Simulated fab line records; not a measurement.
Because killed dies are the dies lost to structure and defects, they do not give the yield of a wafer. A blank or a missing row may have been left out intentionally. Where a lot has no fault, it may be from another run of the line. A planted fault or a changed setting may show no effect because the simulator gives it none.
fab line records    flow sfq-line
record lots=14  wafers=42  last-day=85
route steps=325 shown M4@158 I4@165 JJ@179 M5@206 R5@214
lots untouched by any fault: they come from a run of this same line in which no faults occurred
start-h: hours from the record's opening day to when the first of the lot's shown wafers began    wait-h: how many hours have passed since the lot's step before this one    " as in the row above    L1.1+2: several wafers, shown together as one row    - no value, or no start given    * or withheld: withheld    < > ~ a bound
route shown NAME@n: NAME is a module with steps in the file, n the number in the route of the first one    usual: mean/standard deviation taken from wafers without a fault    same: alike in all rows    chamber/n: place in a boat    sites: each site's reading    _std_site: their standard deviation    _edge_site: mean of outer sites minus mean of inner sites    radius-mm: for every site, how far away it sits from the centre of the wafer    mask NAME#n: copy n    behind: the tool/chamber that last shaped the wafer    hold: the reason the lot was held/the length of the hold in hours/how it ended    device: whichever transistor did not switch (one of n, p or np)    end of line: the tests these same wafers got at the end of their route    a step with no rows: only its recipe    killed: dies that structure and defects cost at the first sort, which is not the same as the wafer's yield    map: a wafer's dies, x killed, . not, _ none there
set.NAME: the setting that was run; set.NAME@STEP: the one run at that earlier step    model.NAME: the simulator's own value behind a step, which no gauge read
a sample of lots followed through the steps of the route, with each step as a table and each wafer as a row
services: from which hour (start-h, from the record's first day; less than 0 if before it) a tool's chamber was out of use, for how many hours, and why
## steps
# step SFQ_M4_OVL_MEAS_926
# usual M4_OVL=-4/5.2
lot.wafer  tool        chamber  start-h  wait-h  M4_OVL[nm]
L828.1     overlay-02  -        961.26   0.1     -9
L828.2     "           -        "        "       -9
L828.3     "           -        "        "       -3
L829.2     overlay-01  -        966.15   0.1     -2
L829.4     "           -        "        "       -7
L829.6     "           -        "        "       0
L830.1     overlay-01  -        969.15   0.1     -13
L830.2     "           -        "        "       -6
L830.4     "           -        "        "       -10
L833.1     overlay-02  -        978.74   0.1     -4
L833.3     "           -        "        "       5
L833.4     "           -        "        "       -2
L835.1     overlay-01  -        983.46   0.1     -3
L835.4     "           -        "        "       -12
L835.6     "           -        "        "       -9
L836.1     overlay-02  -        993.08   0.1     5
L836.3     "           -        "        "       -1
L836.4     "           -        "        "       2
L837.1     overlay-01  -        999.06   0.1     -1
L837.2     "           -        "        "       -4
L837.3     "           -        "        "       -1
L839.2     overlay-02  -        1067.36  0.1     -7
L839.3     "           -        "        "       -11
L839.4     "           -        "        "       -11
L842.3     overlay-02  -        1073.37  0.1     -3
L842.4     "           -        "        "       -6
L842.6     "           -        "        "       1
L845.2     overlay-02  -        1076.96  0.1     1
L845.4     "           -        "        "       -4
L845.6     "           -        "        "       1
L846.1     overlay-02  -        1078.16  0.1     -8
L846.2     "           -        "        "       -4
L846.3     "           -        "        "       -2
L848.1     overlay-02  -        1207.98  0.1     1
L848.2     "           -        "        "       2
L848.5     "           -        "        "       12
L849.1     overlay-02  -        1210.44  0.1     -10
L849.2     "           -        "        "       2
L849.3     "           -        "        "       -8
L850.2     overlay-02  -        1244.88  0.1     3
L850.4     "           -        "        "       0
L850.5     "           -        "        "       -1
# step SFQ_I4_BOW_MEAS_927
# recipe mode=bow
# usual I4_BOW=0/8.1
lot.wafer  tool           chamber  start-h  wait-h  I4_BOW[um]
L828.1     film-metro-02  -        973.38   1.5     -13
L828.2     "              -        "        "       -15
L828.3     "              -        "        "       -6
L829.2     film-metro-04  -        979.40   2.0     0
L829.4     "              -        "        "       5
L829.6     "              -        "        "       2
L830.1     film-metro-04  -        982.38   2.5     -8
L830.2     "              -        "        "       -12
L830.4     "              -        "        "       -3
L833.1     film-metro-04  -        994.76   2.5     0
L833.3     "              -        "        "       -2
L833.4     "              -        "        "       7
L835.1     film-metro-01  -        1000.76  2.5     -5
L835.4     "              -        "        "       -3
L835.6     "              -        "        "       -6
L836.1     film-metro-01  -        1009.76  2.0     -3
L836.3     "              -        "        "       -4
L836.4     "              -        "        "       -6
L837.1     film-metro-01  -        1015.38  2.0     9
L837.2     "              -        "        "       15
L837.3     "              -        "        "       5
L839.2     film-metro-02  -        1072.05  2.5     -9
L839.3     "              -        "        "       6
L839.4     "              -        "        "       10
L842.3     film-metro-02  -        1081.84  1.0     5
L842.4     "              -        "        "       6
L842.6     "              -        "        "       4
L845.2     film-metro-02  -        1088.73  2.5     -21
L845.4     "              -        "        "       0
L845.6     "              -        "        "       -10
L846.1     film-metro-04  -        1093.60  2.0     -7
L846.2     "              -        "        "       -15
L846.3     "              -        "        "       0
L848.1     film-metro-02  -        1212.06  2.0     22
L848.2     "              -        "        "       11
L848.5     "              -        "        "       9
L849.1     film-metro-01  -        1218.06  2.5     16
L849.2     "              -        "        "       10
L849.3     "              -        "        "       -5
L850.2     film-metro-02  -        1255.38  2.0     -7
L850.4     "              -        "        "       0
L850.5     "              -        "        "       -3
# step SFQ_TRILAYER_JJ_TRILAYER_DEP_SPUTTER_109
# recipe material=Nb  base-pressure-pa=1.33e-06  chamber-pressure-pa=0.1333  substrate-temp-c=20  target-thk-nm=150  power-w=2000  time-s=100
# usual substrate-temp-c=19.99/0.11  throttle-valve-pct=29.4/0.8
lot.wafer  tool            chamber  start-h  wait-h  substrate-temp-c  throttle-valve-pct
L828.1     pvd-sputter-05  -        1112.87  0.0     20.04             28.8
L828.2     "               -        "        "       20.01             30.0
L828.3     "               -        "        "       19.98             29.8
L829.2     pvd-sputter-04  -        1117.89  0.0     20.03             30.0
L829.4     "               -        "        "       20.02             27.6
L829.6     "               -        "        "       19.94             29.7
L830.1     pvd-sputter-05  -        1120.07  0.0     20.00             28.5
L830.2     "               -        "        "       19.89             29.8
L830.4     "               -        "        "       19.76             29.7
L833.1     pvd-sputter-05  -        1133.40  0.0     19.75             29.7
L833.3     "               -        "        "       20.03             28.7
L833.4     "               -        "        "       19.94             29.5
L835.1     pvd-sputter-04  -        1139.85  0.0     19.96             31.0
L835.4     "               -        "        "       19.91             29.7
L835.6     "               -        "        "       19.81             31.0
L836.1     pvd-sputter-05  -        1149.78  0.0     20.11             29.8
L836.3     "               -        "        "       19.92             29.0
L836.4     "               -        "        "       19.80             29.0
L837.1     pvd-sputter-05  -        1156.98  0.0     20.12             29.7
L837.2     "               -        "        "       19.89             28.7
L837.3     "               -        "        "       20.01             28.7
L839.2     pvd-sputter-03  -        1185.78  0.0     20.02             30.1
L839.3     "               -        "        "       20.02             28.6
L839.4     "               -        "        "       19.81             30.4
L842.3     pvd-sputter-03  -        1192.98  0.0     20.09             28.5
L842.4     "               -        "        "       20.03             30.5
L842.6     "               -        "        "       19.83             29.0
L845.2     pvd-sputter-03  -        1197.90  0.0     19.88             28.7
L845.4     "               -        "        "       19.90             29.0
L845.6     "               -        "        "       19.97             28.8
L846.1     pvd-sputter-04  -        1199.10  0.0     20.04             27.9
L846.2     "               -        "        "       20.05             30.1
L846.3     "               -        "        "       19.85             31.2
L848.1     pvd-sputter-05  -        1217.63  0.0     19.78             29.8
L848.2     "               -        "        "       20.14             28.6
L848.5     "               -        "        "       20.00             29.6
L849.1     pvd-sputter-04  -        1222.62  0.0     19.90             30.9
L849.2     "               -        "        "       20.08             28.0
L849.3     "               -        "        "       19.99             29.6
L850.2     pvd-sputter-05  -        1269.87  0.0     19.91             29.1
L850.4     "               -        "        "       19.96             29.7
L850.5     "               -        "        "       20.17             28.7
# step SFQ_TRILAYER_M5_ETCH_METAL_ETCH_126
# recipe target=Nb  stop-on=SiO2  mask-material=PR  over-etch-frac=0.15  time-s=203.2  chemistry=Cl2/BCl3  target-depth-nm=265  icp-w=600  bias-w=80  pressure-mtorr=10
# usual bias-w=79.96/0.24  drypump-motor-current-A=5.8/0.42  oes-product-au=0.729/0.0069
# same time-s=203.2
lot.wafer  tool          chamber  start-h  wait-h  bias-w  drypump-motor-current-A  oes-product-au  rf-hours-counter-h
L828.1     rie-metal-03  1        1236.47  0.0     80.23   6.6                      0.717           92
L828.2     "             0        "        "       79.83   6.2                      0.721           5
L828.3     "             1        "        "       79.98   6.5                      0.719           -
L829.2     rie-metal-04  0        1241.37  0.0     80.19   5.7                      0.740           114
L829.4     "             0        "        "       80.13   5.7                      0.728           -
L829.6     "             1        "        "       79.87   5.5                      0.728           -
L830.1     rie-metal-01  1        1243.77  0.0     79.97   5.3                      0.720           1
L830.2     "             0        "        "       79.42   5.6                      0.733           133
L830.4     "             0        "        "       79.32   5.6                      0.719           -
L833.1     rie-metal-04  1        1258.17  0.0     79.91   5.5                      0.719           36
L833.3     "             1        "        "       79.84   5.5                      0.722           -
L833.4     "             0        "        "       80.17   5.7                      0.718           -
L835.1     rie-metal-04  1        1265.37  0.0     79.78   5.5                      0.734           38
L835.4     "             1        "        "       79.84   5.6                      0.734           -
L835.6     "             0        "        "       79.78   5.7                      0.731           -
L836.1     rie-metal-03  1        1400.42  0.0     80.32   6.6                      0.682           117
L836.3     "             1        "        "       80.40   6.6                      0.674           -
L836.4     "             0        "        "       79.50   6.2                      0.676           -
L837.1     rie-metal-01  1        1411.22  0.0     80.30   5.3                      0.662           24
L837.2     "             0        "        "       79.77   5.6                      0.669           15
L837.3     "             1        "        "       80.20   5.3                      0.674           -
L839.2     rie-metal-03  1        1442.45  0.0     80.06   6.6                      0.744           122
L839.3     "             1        "        "       80.20   6.6                      0.745           -
L839.4     "             0        "        "       80.43   6.2                      0.735           -
L842.3     rie-metal-01  1        1450.91  0.1     80.06   5.3                      0.736           -
L842.4     "             0        "        "       80.04   5.6                      0.733           -
L842.6     "             0        "        "       79.84   5.6                      0.723           -
L845.2     rie-metal-04  0        1456.20  0.1     79.87   5.7                      0.736           -
L845.4     "             0        "        "       80.17   5.7                      0.726           -
L845.6     "             0        "        "       80.08   5.7                      0.738           -
L846.1     rie-metal-03  1        1458.47  0.0     79.84   6.6                      0.735           124
L846.2     "             0        "        "       80.39   6.2                      0.734           35
L846.3     "             0        "        "       80.11   6.2                      0.734           -
L848.1     rie-metal-03  1        1465.67  0.0     79.90   6.6                      0.720           125
L848.2     "             0        "        "       80.00   6.2                      0.729           36
L848.5     "             0        "        "       79.95   6.2                      0.720           -
L849.1     rie-metal-01  0        1469.27  0.0     79.63   5.5                      0.720           23
L849.2     "             1        "        "       79.77   5.3                      0.737           32
L849.3     "             0        "        "       79.69   5.5                      0.742           -
L850.2     rie-metal-01  1        1476.47  0.0     80.05   5.3                      0.727           33
L850.4     "             0        "        "       80.08   5.6                      0.741           -
L850.5     "             1        "        "       79.66   5.3                      0.734           -
# step SFQ_TRILAYER_R5_DEP_SPUTTER_134
# recipe material=Ti  base-pressure-pa=1.33e-06  target-thk-nm=5  power-w=2000  time-s=5  chamber-pressure-pa=0.4
# usual throttle-valve-pct=29.5/0.99
# same time-s=5
lot.wafer  tool            chamber  start-h  wait-h  throttle-valve-pct
L828.1     pvd-sputter-04  -        1244.64  0.0     30.8
L828.2     "               -        "        "       27.9
L828.3     "               -        "        "       30.0
L829.2     pvd-sputter-03  -        1250.64  0.0     30.6
L829.4     "               -        "        "       29.9
L829.6     "               -        "        "       29.6
L830.1     pvd-sputter-03  -        1256.26  0.0     28.5
L830.2     "               -        "        "       30.1
L830.4     "               -        "        "       30.4
L833.1     pvd-sputter-04  -        1272.26  0.0     27.6
L833.3     "               -        "        "       31.1
L833.4     "               -        "        "       29.9
L835.1     pvd-sputter-06  -        1283.64  0.0     29.3
L835.4     "               -        "        "       29.1
L835.6     "               -        "        "       29.9
L836.1     pvd-sputter-03  -        1407.63  0.0     29.1
L836.3     "               -        "        "       28.6
L836.4     "               -        "        "       29.8
L837.1     pvd-sputter-04  -        1419.32  0.0     29.8
L837.2     "               -        "        "       27.6
L837.3     "               -        "        "       29.8
L839.2     pvd-sputter-03  -        1449.33  0.0     30.8
L839.3     "               -        "        "       29.2
L839.4     "               -        "        "       28.7
L842.3     pvd-sputter-04  -        1467.33  0.0     29.8
L842.4     "               -        "        "       29.3
L842.6     "               -        "        "       31.2
L845.2     pvd-sputter-06  -        1473.33  0.0     29.4
L845.4     "               -        "        "       29.8
L845.6     "               -        "        "       29.8
L846.1     pvd-sputter-04  -        1476.33  0.0     29.8
L846.2     "               -        "        "       27.5
L846.3     "               -        "        "       30.9
L848.1     pvd-sputter-03  -        1485.33  0.0     30.3
L848.2     "               -        "        "       29.9
L848.5     "               -        "        "       28.7
L849.1     pvd-sputter-03  -        1489.74  0.0     29.2
L849.2     "               -        "        "       28.6
L849.3     "               -        "        "       30.0
L850.2     pvd-sputter-04  -        1491.33  0.0     30.0
L850.4     "               -        "        "       30.9
L850.5     "               -        "        "       29.7
## services
tool            chamber  start-h  hours  kind
pvd-sputter-06  -        1091.66  0.5    repair
rie-metal-04    -        1098.12  1.1    repair
rie-metal-04    -        1112.83  39.6   repair
pvd-sputter-05  -        1167.40  5.2    repair
pvd-sputter-06  -        1172.99  4.9    repair
rie-metal-03    0        1186.80  -      clean
rie-metal-03    -        1213.56  0.3    repair
rie-metal-03    0        1335.98  4.6    repair
rie-metal-04    -        1338.10  15.6   pm
pvd-sputter-04  -        1346.02  1.8    repair
pvd-sputter-03  1        1355.66  -      consumable-replace:kit
pvd-sputter-03  1        1355.66  18.0   scheduled-down
pvd-sputter-03  1        1355.66  18.0   vent-cycle
rie-metal-01    1        1386.96  23.0   repair
pvd-sputter-05  -        1396.50  3.7    repair
rie-metal-03    -        1406.32  1.4    pm
rie-metal-04    1        1412.25  45.4   repair
pvd-sputter-04  2        1439.35  -      consumable-replace:kit
pvd-sputter-04  2        1439.35  18.0   scheduled-down
pvd-sputter-04  2        1439.35  18.0   vent-cycle
rie-metal-01    -        1466.96  1.0    repair
pvd-sputter-06  -        1475.38  2.7    repair
pvd-sputter-04  -        1479.61  0.5    repair
pvd-sputter-05  -        1484.40  2.7    repair
## key
first-sign step=SFQ_TRILAYER_M5_ETCH_METAL_ETCH_126  reading=oes-product-au  direction=down  sigmas=8.1  usual=0.729  struck=0.673
effect none on later readings
met-at SFQ_TRILAYER_JJ_TRILAYER_DEP_SPUTTER_109
struck-lots L836,L837
not-acting-at SFQ_M4_OVL_MEAS_926,SFQ_I4_BOW_MEAS_927,SFQ_TRILAYER_R5_DEP_SPUTTER_134
onset-between 1133.40 1149.78
fault kind=process-parameter-drift  tool=pvd-sputter-05  chamber=-  onset-h=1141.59  steps=SFQ_TRILAYER_JJ_TRILAYER_DEP_SPUTTER_109  channel=target-thk-nm  offset=-21.466  shape=step  end-h=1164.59  acts-in=these-recipes-only  stated=150
